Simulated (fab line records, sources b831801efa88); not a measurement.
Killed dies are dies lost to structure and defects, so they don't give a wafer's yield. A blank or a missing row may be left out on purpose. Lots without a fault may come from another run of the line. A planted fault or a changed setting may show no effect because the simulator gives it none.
fab line records | flow gf180mcu
record lots=5 wafers=15 last_day=34
route steps=602 shown NWELL@47 LVPWELL@54 MVSD@66 MVPSD@78 VT_IMPLANT@90
lots that met no fault: from a run of the same line without faults
start_h: hours from the record's first day to the start of the lot's first wafer shown | wait_h: hours since the lot's step before | " the same as in the row above | L1.1+2: a row that stands for several wafers | - no value, or no start given | * or withheld: withheld | < > ~ a bound
route shown NAME@n: a module of which the file shows steps, and the number in the route of the first | usual: mean/standard deviation of fault-free wafers | same: alike in all rows | chamber/n: place in a boat | sites: the reading at each site | _std_site: their standard deviation | _edge_site: outer sites' mean less inner sites' | radius_mm: how far each site lies from the wafer's centre | mask NAME#n: copy n | behind: the tool/chamber that last shaped the wafer | hold: why the lot was held/for how many hours/how that ended | device: the transistor (n, p or np) that didn't switch | end of line: the same wafers' tests at the end of the route | a step without rows: its recipe alone | killed: dies lost to structure and defects at the first sort, not the wafer's yield | map: a wafer's dies, x killed, . not, _ none there
set.NAME: the setting as run; set.NAME@STEP: as run at that earlier step | model.NAME: the simulator's own value behind a step, which no gauge read
lots at some steps of the route; a table a step, a row a wafer
services: from which hour (start_h, from the record's first day; less than 0 if before it) a tool's chamber was out of use, for how many hours, and why
## steps
# step GF_NWELL_PEB_05
# recipe temp_c=115 time_s=withheld
# columns lot.wafer tool chamber start_h wait_h
L074.2+4+6 litho_track-02 0 - -
L080.1+2+6 litho_track-01 0 - -
L083.1+2+5 litho_track-02 0 - -
L095.2+4+5 litho_track-01 0 - -
L096.1+4+6 litho_track-03 0 - -
# step GF_NWELL_DEVELOP_06
# recipe wall_angle_deg=90 develop_time_s=60 dev_temp_c=23
# columns lot.wafer tool chamber start_h wait_h
L074.2+4+6 litho_track-02 0 - -
L080.1+2+6 litho_track-01 0 - -
L083.1+2+5 litho_track-02 0 - -
L095.2+4+5 litho_track-01 0 - -
L096.1+4+6 litho_track-03 0 - -
# step GF_NWELL_OVL_MEAS_07
# usual NWELL_OVL=0.2/1.4
# columns lot.wafer tool chamber start_h wait_h NWELL_OVL[nm]
L074.2 overlay-02 - 59.55 - 1.0
L074.4 " - " " 0.7
L074.6 " - " " -0.1
L080.1 overlay-01 - 89.51 - 1.4
L080.2 " - " " 0.8
L080.6 " - " " 0.3
L083.1 overlay-01 - 102.89 - 1.1
L083.2 " - " " 3.1
L083.5 " - " " 2.5
L095.2 overlay-01 - 169.51 - -1.7
L095.4 " - " " 1.9
L095.5 " - " " -0.5
L096.1 overlay-02 - 176.00 - -2.0
L096.4 " - " " -1.0
L096.6 " - " " -2.6
# step GF_NWELL_IMPLANT_08
# recipe species=P energy_kev=450 dose_cm2=1.5e+13 tilt_deg=0
# usual tilt_deg=0.001/0.022
# columns lot.wafer tool chamber start_h wait_h tilt_deg
L074.2 implanter-01 0 59.60 0.0 -0.014
L074.4 " 0 " " -0.016
L074.6 " 0 " " 0.000
L080.1 implanter-01 0 89.54 0.0 0.002
L080.2 " 0 " " -0.010
L080.6 " 0 " " 0.012
L083.1 implanter-01 0 102.93 0.0 0.018
L083.2 " 0 " " 0.007
L083.5 " 0 " " -0.019
L095.2 implanter-01 0 169.57 0.0 0.013
L095.4 " 0 " " -0.020
L095.5 " 0 " " 0.019
L096.1 implanter-04 0 176.04 0.0 -0.015
L096.4 " 0 " " -0.017
L096.6 " 0 " " -0.011
# step GF_NWELL_IMPLANT_09
# recipe species=P energy_kev=160 dose_cm2=4e+12 tilt_deg=0
# usual tilt_deg=0.000/0.021
# columns lot.wafer tool chamber start_h wait_h tilt_deg
L074.2 implanter-01 0 59.75 0.1 -0.027
L074.4 " 0 " " 0.004
L074.6 " 0 " " -0.005
L080.1 implanter-01 0 89.69 0.1 0.049
L080.2 " 0 " " 0.012
L080.6 " 0 " " 0.032
L083.1 implanter-01 0 103.08 0.1 0.021
L083.2 " 0 " " 0.004
L083.5 " 0 " " 0.027
L095.2 implanter-01 0 169.72 0.1 0.001
L095.4 " 0 " " -0.015
L095.5 " 0 " " -0.012
L096.1 implanter-04 0 176.34 0.2 -0.010
L096.4 " 0 " " -0.009
L096.6 " 0 " " 0.012
# step GF_NWELL_STRIP_10
# recipe chemistry=O2/N2 power_w=1400 pressure_mtorr=1500 platen_temp_c=250 o2_flow_sccm=3000 n2_flow_sccm=300 overash_fraction=0.5
# usual drypump_motor_current_A=5.9/0.32 heater_power_w=356/44 oes_product_au=0.723/0.0041 strip_time_to_endpoint_s=36.96/0.12
# columns lot.wafer tool chamber start_h wait_h drypump_motor_current_A heater_power_w oes_product_au rf_hours_counter_h strip_time_to_endpoint_s
L074.2 plasma_asher-02 0 59.88 0.1 5.8 417 0.718 41 37.01
L074.4 " 0 " " 5.9 416 0.721 - 36.99
L074.6 " 0 " " 5.8 409 0.724 - 37.03
L080.1 plasma_asher-04 0 89.84 0.1 6.2 402 0.722 28 37.00
L080.2 " 1 " " 5.5 298 0.721 28 37.01
L080.6 " 1 " " 5.5 296 0.729 - 37.01
L083.1 plasma_asher-02 0 103.23 0.1 5.8 412 0.729 46 36.98
L083.2 " 1 " " 5.8 326 0.723 46 36.99
L083.5 " 0 " " 5.8 417 0.733 - 36.92
L095.2 plasma_asher-02 0 169.84 0.1 5.8 413 0.720 53 36.94
L095.4 " 0 " " 5.8 398 0.718 - 36.89
L095.5 " 1 " " 5.7 334 0.721 - 36.92
L096.1 plasma_asher-01 0 176.64 0.2 6.4 369 0.717 6 36.64
L096.4 " 1 " " 5.6 323 0.721 - 36.68
L096.6 " 0 " " 6.4 373 0.725 - 36.70
# step GF_NWELL_TW_MEAS_11
# usual NWELL_TW=1566/16
# columns lot.wafer tool chamber start_h wait_h NWELL_TW
L074.2 film_metro-03 - 59.99 0.1 1575
L074.4 " - " " 1573
L074.6 " - " " 1576
L080.1 film_metro-01 - 89.94 0.1 1540
L080.2 " - " " 1538
L080.6 " - " " 1540
L083.1 film_metro-04 - 103.33 0.1 1566
L083.2 " - " " 1568
L083.5 " - " " 1579
L095.2 film_metro-03 - 169.95 0.1 1583
L095.4 " - " " 1584
L095.5 " - " " 1574
L096.1 film_metro-01 - 176.74 0.1 1555
L096.4 " - " " 1542
L096.6 " - " " 1550
# step GF_LVPWELL_DEHYDRATE_00
# recipe temp_c=200 time_s=60
# columns lot.wafer tool chamber start_h wait_h
L074.2+4+6 litho_track-03 0 65.73 5.7
L080.1+2+6 litho_track-04 0 96.03 6.1
L083.1+2+5 litho_track-01 0 110.01 6.7
L095.2+4+5 litho_track-04 0 177.30 7.3
L096.1+4+6 litho_track-01 0 184.26 7.5
# step GF_LVPWELL_HMDS_01
# recipe prime_time_s=60 prime_temp_c=120
# columns lot.wafer tool chamber start_h wait_h
L074.2+4+6 litho_track-03 0 65.88 0.1
L080.1+2+6 litho_track-04 0 96.18 0.1
L083.1+2+5 litho_track-01 0 110.16 0.1
L095.2+4+5 litho_track-04 0 177.45 0.1
L096.1+4+6 litho_track-01 0 184.41 0.1
# step GF_LVPWELL_COAT_02
# recipe spin_rpm=2000 resist_thk_nm=3000
# columns lot.wafer tool chamber start_h wait_h
L074.2+4+6 litho_track-03 0 66.03 0.1
L080.1+2+6 litho_track-04 0 96.33 0.1
L083.1+2+5 litho_track-01 0 110.31 0.1
L095.2+4+5 litho_track-04 0 177.60 0.1
L096.1+4+6 litho_track-01 0 184.56 0.1
# step GF_LVPWELL_SOFTBAKE_03
# recipe temp_c=110 time_s=withheld
# columns lot.wafer tool chamber start_h wait_h
L074.2+4+6 litho_track-03 0 66.18 0.1
L080.1+2+6 litho_track-04 0 96.48 0.1
L083.1+2+5 litho_track-01 0 110.46 0.1
L095.2+4+5 litho_track-04 0 177.76 0.1
L096.1+4+6 litho_track-01 0 184.71 0.1
# step GF_LVPWELL_EXPOSE_04
# recipe mask_id=LVPWELL target_cd_nm=600 na=0.6 source_shape=conventional sigma_outer=0.6 dose_mj=260
# columns lot.wafer tool chamber start_h wait_h mask
L074.2+4+6 iline_stepper-01 0 - - LVPWELL#0
L080.1+2+6 iline_stepper-01 0 - - LVPWELL#0
L083.1+2+5 iline_stepper-01 0 - - LVPWELL#0
L095.2+4+5 iline_stepper-01 0 - - LVPWELL#0
L096.1+4+6 iline_stepper-01 0 - - LVPWELL#0
# step GF_LVPWELL_PEB_05
# recipe temp_c=115 time_s=withheld
# columns lot.wafer tool chamber start_h wait_h
L074.2+4+6 litho_track-04 0 - -
L080.1+2+6 litho_track-04 0 - -
L083.1+2+5 litho_track-01 0 - -
L095.2+4+5 litho_track-04 0 - -
L096.1+4+6 litho_track-03 0 - -
# step GF_LVPWELL_DEVELOP_06
# recipe wall_angle_deg=90 develop_time_s=60 dev_temp_c=23
# columns lot.wafer tool chamber start_h wait_h
L074.2+4+6 litho_track-04 0 - -
L080.1+2+6 litho_track-04 0 - -
L083.1+2+5 litho_track-01 0 - -
L095.2+4+5 litho_track-04 0 - -
L096.1+4+6 litho_track-03 0 - -
# step GF_LVPWELL_OVL_MEAS_07
# usual LVPWELL_OVL=-0.7/1.3
# columns lot.wafer tool chamber start_h wait_h LVPWELL_OVL[nm]
L074.2 overlay-01 - 73.09 - -1.8
L074.4 " - " " -2.5
L074.6 " - " " -1.6
L080.1 overlay-02 - 103.03 - -0.7
L080.2 " - " " -2.2
L080.6 " - " " -3.1
L083.1 overlay-01 - 117.76 - -1.5
L083.2 " - " " -0.6
L083.5 " - " " -1.3
L095.2 overlay-02 - 185.68 - -1.8
L095.4 " - " " -2.1
L095.5 " - " " -1.5
L096.1 overlay-02 - 193.00 - -1.4
L096.4 " - " " -3.2
L096.6 " - " " -0.2
# step GF_LVPWELL_IMPLANT_08
# recipe species=B energy_kev=170 dose_cm2=1.5e+13 tilt_deg=0
# usual tilt_deg=0.000/0.02
# columns lot.wafer tool chamber start_h wait_h tilt_deg
L074.2 implanter-03 0 73.14 0.0 0.003
L074.4 " 0 " " 0.008
L074.6 " 0 " " 0.041
L080.1 implanter-03 0 103.06 0.0 -0.002
L080.2 " 0 " " -0.001
L080.6 " 0 " " 0.016
L083.1 implanter-01 0 117.79 0.0 0.051
L083.2 " 0 " " 0.027
L083.5 " 0 " " 0.033
L095.2 implanter-01 0 185.74 0.0 -0.004
L095.4 " 0 " " 0.017
L095.5 " 0 " " 0.017
L096.1 implanter-01 0 193.03 0.0 -0.008
L096.4 " 0 " " -0.005
L096.6 " 0 " " -0.003
# step GF_LVPWELL_IMPLANT_09
# recipe species=B energy_kev=60 dose_cm2=5e+12 tilt_deg=0
# usual tilt_deg=-0.001/0.02
# columns lot.wafer tool chamber start_h wait_h tilt_deg
L074.2 implanter-03 0 73.29 0.1 0.010
L074.4 " 0 " " -0.004
L074.6 " 0 " " -0.016
L080.1 implanter-03 0 103.21 0.1 -0.004
L080.2 " 0 " " 0.005
L080.6 " 0 " " 0.019
L083.1 implanter-01 0 117.94 0.1 -0.013
L083.2 " 0 " " 0.011
L083.5 " 0 " " -0.012
L095.2 implanter-01 0 185.89 0.1 0.033
L095.4 " 0 " " 0.022
L095.5 " 0 " " 0.008
L096.1 implanter-01 0 193.18 0.1 -0.011
L096.4 " 0 " " 0.002
L096.6 " 0 " " 0.004
# step GF_LVPWELL_STRIP_10
# recipe chemistry=O2/N2 power_w=1400 pressure_mtorr=1500 platen_temp_c=250 o2_flow_sccm=3000 n2_flow_sccm=300 overash_fraction=0.5
# usual drypump_motor_current_A=5.8/0.38 heater_power_w=335/41 oes_product_au=0.722/0.0041 strip_time_to_endpoint_s=36.95/0.11
# columns lot.wafer tool chamber start_h wait_h drypump_motor_current_A heater_power_w oes_product_au rf_hours_counter_h strip_time_to_endpoint_s
L074.2 plasma_asher-01 0 73.42 0.1 6.4 382 0.721 43 36.92
L074.4 " 0 " " 6.4 378 0.716 - 37.04
L074.6 " 0 " " 6.4 387 0.713 - 36.88
L080.1 plasma_asher-03 1 103.36 0.1 5.6 278 0.724 43 36.82
L080.2 " 0 " " 5.5 327 0.726 43 36.96
L080.6 " 0 " " 5.6 327 0.729 - 36.86
L083.1 plasma_asher-01 1 118.09 0.1 5.6 317 0.727 0 36.86
L083.2 " 0 " " 6.4 374 0.720 0 36.99
L083.5 " 1 " " 5.6 327 0.719 - 36.90
L095.2 plasma_asher-04 0 186.01 0.1 6.2 397 0.715 38 36.99
L095.4 " 0 " " 6.2 392 0.722 - 36.86
L095.5 " 0 " " 6.3 386 0.722 - 36.92
L096.1 plasma_asher-01 1 193.33 0.1 5.6 319 0.723 8 37.11
L096.4 " 1 " " 5.6 327 0.725 - 36.97
L096.6 " 1 " " 5.5 322 0.724 - 36.96
# step GF_LVPWELL_TW_MEAS_11
# usual LVPWELL_TW=556/5.6
# columns lot.wafer tool chamber start_h wait_h LVPWELL_TW
L074.2 film_metro-01 - 73.53 0.1 552
L074.4 " - " " 550
L074.6 " - " " 551
L080.1 film_metro-01 - 103.46 0.1 550
L080.2 " - " " 550
L080.6 " - " " 548
L083.1 film_metro-04 - 118.19 0.1 558
L083.2 " - " " 559
L083.5 " - " " 559
L095.2 film_metro-03 - 186.12 0.1 562
L095.4 " - " " 561
L095.5 " - " " 561
L096.1 film_metro-01 - 193.43 0.1 551
L096.4 " - " " 553
L096.6 " - " " 554
# step GF_MVSD_DEHYDRATE_00
# recipe temp_c=200 time_s=60
# columns lot.wafer tool chamber start_h wait_h
L074.2+4+6 litho_track-01 0 79.18 5.6
L080.1+2+6 litho_track-02 0 109.94 6.5
L083.1+2+5 litho_track-04 0 125.08 6.9
L095.2+4+5 litho_track-04 0 194.05 7.9
L096.1+4+6 litho_track-01 0 201.91 8.5
# step GF_MVSD_HMDS_01
# recipe prime_time_s=60 prime_temp_c=120
# columns lot.wafer tool chamber start_h wait_h
L074.2+4+6 litho_track-01 0 79.33 0.1
L080.1+2+6 litho_track-02 0 110.09 0.1
L083.1+2+5 litho_track-04 0 125.23 0.1
L095.2+4+5 litho_track-04 0 194.20 0.1
L096.1+4+6 litho_track-01 0 202.06 0.1
# step GF_MVSD_COAT_02
# recipe spin_rpm=2000 resist_thk_nm=3000
# columns lot.wafer tool chamber start_h wait_h
L074.2+4+6 litho_track-01 0 79.48 0.1
L080.1+2+6 litho_track-02 0 110.24 0.1
L083.1+2+5 litho_track-04 0 125.38 0.1
L095.2+4+5 litho_track-04 0 194.35 0.1
L096.1+4+6 litho_track-01 0 202.21 0.1
# step GF_MVSD_SOFTBAKE_03
# recipe temp_c=110 time_s=withheld
# columns lot.wafer tool chamber start_h wait_h
L074.2+4+6 litho_track-01 0 79.64 0.1
L080.1+2+6 litho_track-02 0 110.39 0.1
L083.1+2+5 litho_track-04 0 125.53 0.1
L095.2+4+5 litho_track-04 0 194.51 0.1
L096.1+4+6 litho_track-01 0 202.36 0.1
# step GF_MVSD_EXPOSE_04
# recipe mask_id=MVSD target_cd_nm=1000 na=0.6 source_shape=conventional sigma_outer=0.6 dose_mj=260
# columns lot.wafer tool chamber start_h wait_h mask
L074.2+4+6 iline_stepper-01 0 - - MVSD#0
L080.1+2+6 iline_stepper-02 0 - - MVSD#0
L083.1+2+5 iline_stepper-01 0 - - MVSD#0
L095.2+4+5 iline_stepper-02 0 - - MVSD#0
L096.1+4+6 iline_stepper-01 0 - - MVSD#0
# step GF_MVSD_PEB_05
# recipe temp_c=115 time_s=withheld
# columns lot.wafer tool chamber start_h wait_h
L074.2+4+6 litho_track-01 0 - -
L080.1+2+6 litho_track-02 0 - -
L083.1+2+5 litho_track-04 0 - -
L095.2+4+5 litho_track-04 0 - -
L096.1+4+6 litho_track-01 0 - -
# step GF_MVSD_DEVELOP_06
# recipe wall_angle_deg=90 develop_time_s=60 dev_temp_c=23
# columns lot.wafer tool chamber start_h wait_h
L074.2+4+6 litho_track-01 0 - -
L080.1+2+6 litho_track-02 0 - -
L083.1+2+5 litho_track-04 0 - -
L095.2+4+5 litho_track-04 0 - -
L096.1+4+6 litho_track-01 0 - -
# step GF_MVSD_OVL_MEAS_07
# usual MVSD_OVL=-1.2/1.2
# columns lot.wafer tool chamber start_h wait_h MVSD_OVL[nm]
L074.2 overlay-01 - 86.41 - -2.5
L074.4 " - " " -1.4
L074.6 " - " " -2.3
L080.1 overlay-02 - 117.29 - -2.4
L080.2 " - " " -0.7
L080.6 " - " " -1.5
L083.1 overlay-01 - 132.83 - -3.4
L083.2 " - " " -1.4
L083.5 " - " " -0.5
L095.2 overlay-01 - 203.08 - -1.5
L095.4 " - " " -1.0
L095.5 " - " " 0.1
L096.1 overlay-02 - 210.81 - -1.1
L096.4 " - " " -1.0
L096.6 " - " " -3.2
# step GF_MVSD_IMPLANT_08
# recipe species=P energy_kev=400 dose_cm2=1.6e+13 tilt_deg=0
# usual tilt_deg=0.000/0.022
# columns lot.wafer tool chamber start_h wait_h tilt_deg
L074.2 implanter-04 0 86.47 0.0 -0.041
L074.4 " 0 " " -0.051
L074.6 " 0 " " -0.035
L080.1 implanter-03 0 117.33 0.0 0.041
L080.2 " 0 " " 0.037
L080.6 " 0 " " 0.021
L083.1 implanter-01 0 132.86 0.0 -0.044
L083.2 " 0 " " -0.063
L083.5 " 0 " " -0.033
L095.2 implanter-01 0 203.14 0.0 -0.006
L095.4 " 0 " " -0.020
L095.5 " 0 " " 0.004
L096.1 implanter-03 0 210.84 0.0 0.016
L096.4 " 0 " " 0.017
L096.6 " 0 " " 0.020
# step GF_MVSD_IMPLANT_09
# recipe species=P energy_kev=100 dose_cm2=5e+12 tilt_deg=0
# usual tilt_deg=-0.003/0.021
# columns lot.wafer tool chamber start_h wait_h tilt_deg
L074.2 implanter-04 0 86.62 0.1 0.034
L074.4 " 0 " " -0.034
L074.6 " 0 " " -0.014
L080.1 implanter-03 0 117.48 0.1 -0.038
L080.2 " 0 " " -0.003
L080.6 " 0 " " -0.016
L083.1 implanter-01 0 133.01 0.1 0.019
L083.2 " 0 " " 0.054
L083.5 " 0 " " 0.035
L095.2 implanter-01 0 203.29 0.1 0.022
L095.4 " 0 " " -0.019
L095.5 " 0 " " -0.008
L096.1 implanter-03 0 210.99 0.1 -0.054
L096.4 " 0 " " 0.003
L096.6 " 0 " " -0.008
# step GF_MVSD_STRIP_10
# recipe chemistry=O2/N2 power_w=1400 pressure_mtorr=1500 platen_temp_c=250 o2_flow_sccm=3000 n2_flow_sccm=300 overash_fraction=0.5
# usual drypump_motor_current_A=5.77/0.29 heater_power_w=341/49 oes_product_au=0.722/0.0042 strip_time_to_endpoint_s=36.95/0.11
# columns lot.wafer tool chamber start_h wait_h drypump_motor_current_A heater_power_w oes_product_au rf_hours_counter_h strip_time_to_endpoint_s
L074.2 plasma_asher-04 1 86.74 0.1 5.47 300 0.714 28 36.90
L074.4 " 0 " " 6.23 397 0.730 - 36.79
L074.6 " 1 " " 5.47 293 0.721 - 36.99
L080.1 plasma_asher-04 1 117.63 0.1 5.46 297 0.722 32 37.01
L080.2 " 0 " " 6.24 392 0.721 32 37.02
L080.6 " 0 " " 6.19 396 0.718 - 37.04
L083.1 plasma_asher-04 0 133.16 0.1 6.23 384 0.715 33 36.93
L083.2 " 1 " " 5.47 296 0.721 33 37.02
L083.5 " 1 " " 5.47 293 0.719 - 36.93
L095.2 plasma_asher-03 0 203.41 0.1 5.53 321 0.723 54 37.07
L095.4 " 0 " " 5.54 318 0.724 - 37.04
L095.5 " 0 " " 5.51 329 0.714 - 37.05
L096.1 plasma_asher-04 0 211.14 0.1 6.24 401 0.721 41 36.93
L096.4 " 1 " " 5.45 291 0.722 - 37.02
L096.6 " 1 " " 5.45 298 0.722 - 36.92
# step GF_MVSD_TW_MEAS_11
# usual MVSD_TW=1578/15
# columns lot.wafer tool chamber start_h wait_h MVSD_TW
L074.2 film_metro-04 - 86.85 0.1 1582
L074.4 " - " " 1586
L074.6 " - " " 1587
L080.1 film_metro-01 - 117.73 0.1 1541
L080.2 " - " " 1546
L080.6 " - " " 1549
L083.1 film_metro-04 - 133.26 0.1 1591
L083.2 " - " " 1583
L083.5 " - " " 1587
L095.2 film_metro-03 - 203.52 0.1 1588
L095.4 " - " " 1594
L095.5 " - " " 1594
L096.1 film_metro-03 - 211.24 0.1 1589
L096.4 " - " " 1584
L096.6 " - " " 1580
# step GF_MVPSD_DEHYDRATE_00
# recipe temp_c=200 time_s=60
# columns lot.wafer tool chamber start_h wait_h
L074.2+4+6 litho_track-03 0 93.03 6.2
L080.1+2+6 litho_track-04 0 124.43 6.7
L083.1+2+5 litho_track-02 0 140.49 7.2
L095.2+4+5 litho_track-04 0 211.00 7.5
L096.1+4+6 litho_track-03 0 219.40 8.1
# step GF_MVPSD_HMDS_01
# recipe prime_time_s=60 prime_temp_c=120
# columns lot.wafer tool chamber start_h wait_h
L074.2+4+6 litho_track-03 0 93.18 0.1
L080.1+2+6 litho_track-04 0 124.58 0.1
L083.1+2+5 litho_track-02 0 140.64 0.1
L095.2+4+5 litho_track-04 0 211.15 0.1
L096.1+4+6 litho_track-03 0 219.55 0.1
# step GF_MVPSD_COAT_02
# recipe spin_rpm=2000 resist_thk_nm=3000
# columns lot.wafer tool chamber start_h wait_h
L074.2+4+6 litho_track-03 0 93.33 0.1
L080.1+2+6 litho_track-04 0 124.73 0.1
L083.1+2+5 litho_track-02 0 140.79 0.1
L095.2+4+5 litho_track-04 0 211.30 0.1
L096.1+4+6 litho_track-03 0 219.70 0.1
# step GF_MVPSD_SOFTBAKE_03
# recipe temp_c=110 time_s=withheld
# columns lot.wafer tool chamber start_h wait_h
L074.2+4+6 litho_track-03 0 93.48 0.1
L080.1+2+6 litho_track-04 0 124.88 0.1
L083.1+2+5 litho_track-02 0 140.94 0.1
L095.2+4+5 litho_track-04 0 211.46 0.1
L096.1+4+6 litho_track-03 0 219.85 0.1
# step GF_MVPSD_EXPOSE_04
# recipe mask_id=MVPSD target_cd_nm=1000 na=0.6 source_shape=conventional sigma_outer=0.6 dose_mj=260
# columns lot.wafer tool chamber start_h wait_h mask
L074.2+4+6 iline_stepper-02 0 - - MVPSD#0
L080.1+2+6 iline_stepper-02 0 - - MVPSD#0
L083.1+2+5 iline_stepper-01 0 - - MVPSD#0
L095.2+4+5 iline_stepper-02 0 - - MVPSD#0
L096.1+4+6 iline_stepper-02 0 - - MVPSD#0
# step GF_MVPSD_PEB_05
# recipe temp_c=115 time_s=withheld
# columns lot.wafer tool chamber start_h wait_h
L074.2+4+6 litho_track-02 0 - -
L080.1+2+6 litho_track-03 0 - -
L083.1+2+5 litho_track-03 0 - -
L095.2+4+5 litho_track-04 0 - -
L096.1+4+6 litho_track-02 0 - -
# step GF_MVPSD_DEVELOP_06
# recipe wall_angle_deg=90 develop_time_s=60 dev_temp_c=23
# columns lot.wafer tool chamber start_h wait_h
L074.2+4+6 litho_track-02 0 - -
L080.1+2+6 litho_track-03 0 - -
L083.1+2+5 litho_track-03 0 - -
L095.2+4+5 litho_track-04 0 - -
L096.1+4+6 litho_track-02 0 - -
# step GF_MVPSD_OVL_MEAS_07
# usual MVPSD_OVL=0.0/1.4
# columns lot.wafer tool chamber start_h wait_h MVPSD_OVL[nm]
L074.2 overlay-01 - 100.60 - 0.6
L074.4 " - " " 0.8
L074.6 " - " " -0.5
L080.1 overlay-01 - 132.40 - 1.5
L080.2 " - " " 1.8
L080.6 " - " " 0.8
L083.1 overlay-02 - 149.05 - 0.1
L083.2 " - " " -1.2
L083.5 " - " " -2.7
L095.2 overlay-02 - 219.98 - 0.1
L095.4 " - " " -0.4
L095.5 " - " " -0.1
L096.1 overlay-01 - 229.14 - 0.2
L096.4 " - " " 0.4
L096.6 " - " " -3.2
# step GF_MVPSD_IMPLANT_08
# recipe species=B energy_kev=170 dose_cm2=1.5e+13 tilt_deg=0
# usual tilt_deg=0.002/0.018
# columns lot.wafer tool chamber start_h wait_h tilt_deg
L074.2 implanter-03 0 100.65 0.0 0.009
L074.4 " 0 " " -0.001
L074.6 " 0 " " 0.031
L080.1 implanter-02 0 132.44 0.0 0.001
L080.2 " 0 " " -0.017
L080.6 " 0 " " 0.012
L083.1 implanter-02 0 149.09 0.0 0.022
L083.2 " 0 " " -0.010
L083.5 " 0 " " 0.011
L095.2 implanter-03 0 220.04 0.0 0.025
L095.4 " 0 " " 0.020
L095.5 " 0 " " 0.028
L096.1 implanter-04 0 229.18 0.0 -0.021
L096.4 " 0 " " -0.027
L096.6 " 0 " " -0.010
# step GF_MVPSD_IMPLANT_09
# recipe species=B energy_kev=40 dose_cm2=5e+12 tilt_deg=0
# usual tilt_deg=0.001/0.018
# columns lot.wafer tool chamber start_h wait_h tilt_deg
L074.2 implanter-03 0 100.80 0.1 0.005
L074.4 " 0 " " 0.020
L074.6 " 0 " " 0.007
L080.1 implanter-02 0 132.59 0.1 0.012
L080.2 " 0 " " 0.001
L080.6 " 0 " " 0.009
L083.1 implanter-02 0 149.24 0.1 -0.002
L083.2 " 0 " " 0.010
L083.5 " 0 " " 0.014
L095.2 implanter-03 0 220.19 0.1 0.009
L095.4 " 0 " " 0.016
L095.5 " 0 " " 0.033
L096.1 implanter-04 0 229.33 0.1 -0.029
L096.4 " 0 " " -0.017
L096.6 " 0 " " 0.005
# step GF_MVPSD_STRIP_10
# recipe chemistry=O2/N2 power_w=1400 pressure_mtorr=1500 platen_temp_c=250 o2_flow_sccm=3000 n2_flow_sccm=300 overash_fraction=0.5
# usual drypump_motor_current_A=5.78/0.28 heater_power_w=341/41 oes_product_au=0.722/0.0044 strip_time_to_endpoint_s=36.99/0.086
# columns lot.wafer tool chamber start_h wait_h drypump_motor_current_A heater_power_w oes_product_au rf_hours_counter_h strip_time_to_endpoint_s
L074.2 plasma_asher-03 1 100.93 0.1 5.64 286 0.721 43 37.08
L074.4 " 1 " " 5.64 281 0.721 - 37.10
L074.6 " 1 " " 5.62 280 0.724 - 37.06
L080.1 plasma_asher-03 1 132.74 0.1 5.61 295 0.717 47 36.83
L080.2 " 0 " " 5.52 326 0.717 47 36.80
L080.6 " 1 " " 5.60 280 0.724 - 36.91
L083.1 plasma_asher-01 0 149.39 0.1 6.38 374 0.721 3 36.97
L083.2 " 1 " " 5.59 323 0.720 3 36.96
L083.5 " 1 " " 5.56 326 0.727 - 37.04
L095.2 plasma_asher-01 0 220.31 0.1 6.37 369 0.730 11 36.93
L095.4 " 1 " " 5.56 328 0.726 - 36.81
L095.5 " 0 " " 6.41 376 0.722 - 36.98
L096.1 plasma_asher-02 1 229.48 0.1 5.77 327 0.724 60 36.91
L096.4 " 0 " " 5.83 409 0.716 - 36.91
L096.6 " 1 " " 5.77 326 0.723 - 36.96
# step GF_MVPSD_TW_MEAS_11
# usual MVPSD_TW=551/5.5
# columns lot.wafer tool chamber start_h wait_h MVPSD_TW
L074.2 film_metro-01 - 101.04 0.1 545
L074.4 " - " " 544
L074.6 " - " " 545
L080.1 film_metro-01 - 132.84 0.1 544
L080.2 " - " " 542
L080.6 " - " " 547
L083.1 film_metro-04 - 149.49 0.1 551
L083.2 " - " " 552
L083.5 " - " " 554
L095.2 film_metro-01 - 220.42 0.1 541
L095.4 " - " " 546
L095.5 " - " " 548
L096.1 film_metro-03 - 229.58 0.1 561
L096.4 " - " " 560
L096.6 " - " " 558
# step GF_VT_IMPLANT_DEHYDRATE_00
# recipe temp_c=200 time_s=60
# columns lot.wafer tool chamber start_h wait_h
L074.2+4+6 litho_track-01 0 107.43 6.4
L080.1+2+6 litho_track-03 0 139.60 6.8
L083.1+2+5 litho_track-03 0 156.50 7.0
L095.2+4+5 litho_track-02 0 229.16 8.7
L096.1+4+6 litho_track-02 0 238.14 8.6
# step GF_VT_IMPLANT_HMDS_01
# recipe prime_time_s=60 prime_temp_c=120
# columns lot.wafer tool chamber start_h wait_h
L074.2+4+6 litho_track-01 0 107.58 0.1
L080.1+2+6 litho_track-03 0 139.75 0.1
L083.1+2+5 litho_track-03 0 156.65 0.1
L095.2+4+5 litho_track-02 0 229.31 0.1
L096.1+4+6 litho_track-02 0 238.29 0.1
# step GF_VT_IMPLANT_COAT_02
# recipe resist=NOVOLAK spin_rpm=3000 resist_thk_nm=1000
# columns lot.wafer tool chamber start_h wait_h
L074.2+4+6 litho_track-01 0 107.73 0.1
L080.1+2+6 litho_track-03 0 139.90 0.1
L083.1+2+5 litho_track-03 0 156.80 0.1
L095.2+4+5 litho_track-02 0 229.46 0.1
L096.1+4+6 litho_track-02 0 238.44 0.1
# step GF_VT_IMPLANT_SOFTBAKE_03
# recipe temp_c=90 time_s=60 resist=NOVOLAK
# columns lot.wafer tool chamber start_h wait_h
L074.2+4+6 litho_track-01 0 107.88 0.1
L080.1+2+6 litho_track-03 0 140.05 0.1
L083.1+2+5 litho_track-03 0 156.95 0.1
L095.2+4+5 litho_track-02 0 229.61 0.1
L096.1+4+6 litho_track-02 0 238.59 0.1
# step GF_VT_IMPLANT_EXPOSE_04
# recipe mask_id=LVPWELL_LV_AREA target_cd_nm=600 na=0.6 source_shape=conventional sigma_outer=0.6 dose_mj=140
# columns lot.wafer tool chamber start_h wait_h mask
L074.2+4+6 iline_stepper-02 0 - - LVPWELL_LV_AREA#0
L080.1+2+6 iline_stepper-01 0 - - LVPWELL_LV_AREA#0
L083.1+2+5 iline_stepper-01 0 - - LVPWELL_LV_AREA#0
L095.2+4+5 iline_stepper-01 0 - - LVPWELL_LV_AREA#0
L096.1+4+6 iline_stepper-02 0 - - LVPWELL_LV_AREA#0
## services
# columns tool chamber start_h hours kind
implanter-02 - 48.68 2.0 repair
iline_stepper-02 - 54.01 4.4 pm
implanter-03 - 54.77 3.6 repair
plasma_asher-03 - 59.33 0.8 repair
implanter-04 - 82.58 3.2 pm
plasma_asher-01 - 108.75 9.0 pm
plasma_asher-01 0 108.75 9.0 vent_cycle
plasma_asher-01 1 108.75 9.0 vent_cycle
plasma_asher-01 0 117.75 - clean
plasma_asher-01 1 117.75 - clean
implanter-04 - 154.05 4.4 pm
iline_stepper-01 0 154.53 - calibration
iline_stepper-02 0 159.48 - calibration
plasma_asher-01 - 159.76 2.8 pm
implanter-02 - 174.21 2.9 repair
plasma_asher-01 - 195.09 0.8 repair
implanter-02 - 220.53 5.2 repair
## key
fault none
